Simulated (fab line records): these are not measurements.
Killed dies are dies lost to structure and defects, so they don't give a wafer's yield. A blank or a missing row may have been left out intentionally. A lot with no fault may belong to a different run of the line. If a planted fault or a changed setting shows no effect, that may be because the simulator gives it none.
Which tool is to blame? || flow sky130 || 11 lots with 33 wafers sampled at 4 steps, on a route of 708 steps

WHAT THE GAUGES SHOWED, per wafer
SKY_METAL4_OVL_MEAS_14.
{"lot": "L508", "measured": "day 42 11:19", "on": "overlay-02", "METAL4_OVL (nm)": "-1 -3 6"}
{"lot": "L509", "measured": "day 42 16:04", "on": "overlay-02", "METAL4_OVL (nm)": "6 9 1"}
{"lot": "L510", "measured": "day 42 16:53", "on": "overlay-01", "METAL4_OVL (nm)": "-2 1 -7"}
{"lot": "L512", "measured": "day 43 11:49", "on": "overlay-02", "METAL4_OVL (nm)": "-2 -2 -7"}
{"lot": "L517", "measured": "day 44 21:58", "on": "overlay-01", "METAL4_OVL (nm)": "5 2 -2"}
{"lot": "L519", "measured": "day 45 03:16", "on": "overlay-02", "METAL4_OVL (nm)": "-4 3 0"}
{"lot": "L520", "measured": "day 45 11:12", "on": "overlay-02", "METAL4_OVL (nm)": "1 1 -4"}
{"lot": "L525", "measured": "day 46 14:47", "on": "overlay-02", "METAL4_OVL (nm)": "-3 -1 -4"}
{"lot": "L527", "measured": "day 47 04:57", "on": "overlay-02", "METAL4_OVL (nm)": "-8 11 5"}
{"lot": "L529", "measured": "day 47 20:47", "on": "overlay-01", "METAL4_OVL (nm)": "-8 -1 -2"}
{"lot": "L530", "measured": "day 47 21:58", "on": "overlay-02", "METAL4_OVL (nm)": "6 -8 0"}

SKY_VIA4_THK_MEAS_01.
{"lot": "L508", "measured": "day 42 12:28", "on": "film_metro-01", "VIA4_HDPCVD_THK (nm)": "1769 1782 1785"}
{"lot": "L509", "measured": "day 42 17:13", "on": "film_metro-03", "VIA4_HDPCVD_THK (nm)": "1741 1722 1732"}
{"lot": "L510", "measured": "day 42 18:01", "on": "film_metro-03", "VIA4_HDPCVD_THK (nm)": "1743 1741 1722"}
{"lot": "L512", "measured": "day 43 13:09", "on": "film_metro-04", "VIA4_HDPCVD_THK (nm)": "1789 1737 1752"}
{"lot": "L517", "measured": "day 44 23:11", "on": "film_metro-01", "VIA4_HDPCVD_THK (nm)": "1747 1787 1800"}
{"lot": "L519", "measured": "day 45 04:31", "on": "film_metro-03", "VIA4_HDPCVD_THK (nm)": "2291 2295 2308 2289 2296 2307"}
{"lot": "L520", "measured": "day 45 12:24", "on": "film_metro-01", "VIA4_HDPCVD_THK (nm)": "2307 2282 2258 2308 2284 2258"}
{"lot": "L525", "measured": "day 46 15:55", "on": "film_metro-03", "VIA4_HDPCVD_THK (nm)": "1760 1788 1759"}
{"lot": "L527", "measured": "day 47 06:13", "on": "film_metro-04", "VIA4_HDPCVD_THK (nm)": "1783 1799 1749"}
{"lot": "L529", "measured": "day 47 21:55", "on": "film_metro-03", "VIA4_HDPCVD_THK (nm)": "1728 1729 1706"}
{"lot": "L530", "measured": "day 47 23:07", "on": "film_metro-04", "VIA4_HDPCVD_THK (nm)": "1702 1705 1706"}

WHAT TOOL EACH LOT RAN ON (gives the tool, then ch and the chambers of the sampled wafers, and finally the start)
{"lot": "L508", "SKY_METAL4_SPUTTER_01": "pvd_sputter-04, day 40 11:32", "SKY_VIA4_HDPCVD_00": "hdpcvd-02 ch 0,1, day 42 12:16"}
{"lot": "L509", "SKY_METAL4_SPUTTER_01": "pvd_sputter-04, day 40 16:02", "SKY_VIA4_HDPCVD_00": "hdpcvd-02 ch 0,1,2, day 42 17:01"}
{"lot": "L510", "SKY_METAL4_SPUTTER_01": "pvd_sputter-01, day 40 16:21", "SKY_VIA4_HDPCVD_00": "hdpcvd-02 ch 0,1,2, day 42 17:54"}
{"lot": "L512", "SKY_METAL4_SPUTTER_01": "pvd_sputter-01, day 41 12:35", "SKY_VIA4_HDPCVD_00": "hdpcvd-02 ch 0,1,2, day 43 12:58"}
{"lot": "L517", "SKY_METAL4_SPUTTER_01": "pvd_sputter-04, day 42 23:37", "SKY_VIA4_HDPCVD_00": "hdpcvd-01 ch 0,1, day 44 22:59"}
{"lot": "L519", "SKY_METAL4_SPUTTER_01": "pvd_sputter-01, day 43 06:37", "SKY_VIA4_HDPCVD_00": "hdpcvd-02 ch 0,1, day 45 04:19"}
{"lot": "L520", "SKY_METAL4_SPUTTER_01": "pvd_sputter-04, day 43 14:13", "SKY_VIA4_HDPCVD_00": "hdpcvd-02 ch 0,2, day 45 12:13"}
{"lot": "L525", "SKY_METAL4_SPUTTER_01": "pvd_sputter-01, day 44 19:24", "SKY_VIA4_HDPCVD_00": "hdpcvd-01 ch 0,1,2, day 46 15:44"}
{"lot": "L527", "SKY_METAL4_SPUTTER_01": "pvd_sputter-04, day 45 10:50", "SKY_VIA4_HDPCVD_00": "hdpcvd-01 ch 0,1, day 47 06:02"}
{"lot": "L529", "SKY_METAL4_SPUTTER_01": "pvd_sputter-03, day 46 03:43", "SKY_VIA4_HDPCVD_00": "hdpcvd-02 ch 0,1,2, day 47 21:44"}
{"lot": "L530", "SKY_METAL4_SPUTTER_01": "pvd_sputter-04, day 46 04:19", "SKY_VIA4_HDPCVD_00": "hdpcvd-02 ch 1,2, day 47 22:55"}
- SKY_METAL4_SPUTTER_01: material TiN, target thk 20 nm, time 16.7 s.
- SKY_VIA4_HDPCVD_00: deposits SiO2, target thk 1750 nm, time 291.7 s.

AS READ BY THE TOOLS THEMSELVES (means over the sampled wafers that have a number; for cases with no such wafer, the mark the record gives instead)
SKY_METAL4_SPUTTER_01.
{"lot": "L508", "tool": "pvd_sputter-04", "cathode_dc_power_W (W)": 6500.9, "throttle_valve_pct (%)": 29.1}
{"lot": "L509", "tool": "pvd_sputter-04", "cathode_dc_power_W (W)": 6500.1, "throttle_valve_pct (%)": 28.9}
{"lot": "L510", "tool": "pvd_sputter-01", "cathode_dc_power_W (W)": 6500.8, "throttle_valve_pct (%)": 29.1}
{"lot": "L512", "tool": "pvd_sputter-01", "cathode_dc_power_W (W)": 6499.9, "throttle_valve_pct (%)": 30.5}
{"lot": "L517", "tool": "pvd_sputter-04", "cathode_dc_power_W (W)": 6500.5, "throttle_valve_pct (%)": 29.7}
{"lot": "L519", "tool": "pvd_sputter-01", "cathode_dc_power_W (W)": 6500.0, "throttle_valve_pct (%)": 30.4}
{"lot": "L520", "tool": "pvd_sputter-04", "cathode_dc_power_W (W)": 6499.5, "throttle_valve_pct (%)": 29.8}
{"lot": "L525", "tool": "pvd_sputter-01", "cathode_dc_power_W (W)": 6500.1, "throttle_valve_pct (%)": 31.2}
{"lot": "L527", "tool": "pvd_sputter-04", "cathode_dc_power_W (W)": 6499.8, "throttle_valve_pct (%)": 29.1}
{"lot": "L529", "tool": "pvd_sputter-03", "cathode_dc_power_W (W)": 6498.8, "throttle_valve_pct (%)": 29.5}
{"lot": "L530", "tool": "pvd_sputter-04", "cathode_dc_power_W (W)": 6500.1, "throttle_valve_pct (%)": 29.0}

SKY_VIA4_HDPCVD_00.
{"lot": "L508", "tool": "hdpcvd-02", "susceptor_temp_C (C)": 400.09}
{"lot": "L509", "tool": "hdpcvd-02", "susceptor_temp_C (C)": 400.04}
{"lot": "L510", "tool": "hdpcvd-02", "susceptor_temp_C (C)": 399.98}
{"lot": "L512", "tool": "hdpcvd-02", "susceptor_temp_C (C)": 399.98}
{"lot": "L517", "tool": "hdpcvd-01", "susceptor_temp_C (C)": 400.30}
{"lot": "L519", "tool": "hdpcvd-02", "susceptor_temp_C (C)": 399.89}
{"lot": "L520", "tool": "hdpcvd-02", "susceptor_temp_C (C)": 400.07}
{"lot": "L525", "tool": "hdpcvd-01", "susceptor_temp_C (C)": 400.26}
{"lot": "L527", "tool": "hdpcvd-01", "susceptor_temp_C (C)": 400.01}
{"lot": "L529", "tool": "hdpcvd-02", "susceptor_temp_C (C)": 399.92}
{"lot": "L530", "tool": "hdpcvd-02", "susceptor_temp_C (C)": 400.10}

THE ANSWER, worked out from the rows above alone
Rule: the usual values come from the lots themselves. Put in order of their means at a reading, lots are off if they are a third of the lots or fewer, leave a main group of 4 or more, and stand apart from it by a gap of 3 or more times the standard deviation of the main group's means; of several such gaps the widest counts. Not used: any main group whose means are identical at the precision the tables above print for the reading. Also off: a lot with no number at a reading for which 4 or more lots have one. Any other lot the step has rows for is counted as sound. The gauges are gone through in route order, then the tools' own readings, and for those a lot's mean is taken as printed above. The first step at which some lot is off is used, and at that step the reading that is off furthest; a lot without a number counts as furthest.
Off: at SKY_VIA4_THK_MEAS_01 (VIA4_HDPCVD_THK), L519, L520. The main group has a mean of 1750 nm with a standard deviation of 26.
If a tool, at a process step before that reading, ran all the lots that are off and no sound lot after the first of them, it fits. Gauges at SKY_VIA4_THK_MEAS_01: tried the same way as those tools. None of those tried fits.

WHAT WAS PUT IN BY THE SIMULATOR
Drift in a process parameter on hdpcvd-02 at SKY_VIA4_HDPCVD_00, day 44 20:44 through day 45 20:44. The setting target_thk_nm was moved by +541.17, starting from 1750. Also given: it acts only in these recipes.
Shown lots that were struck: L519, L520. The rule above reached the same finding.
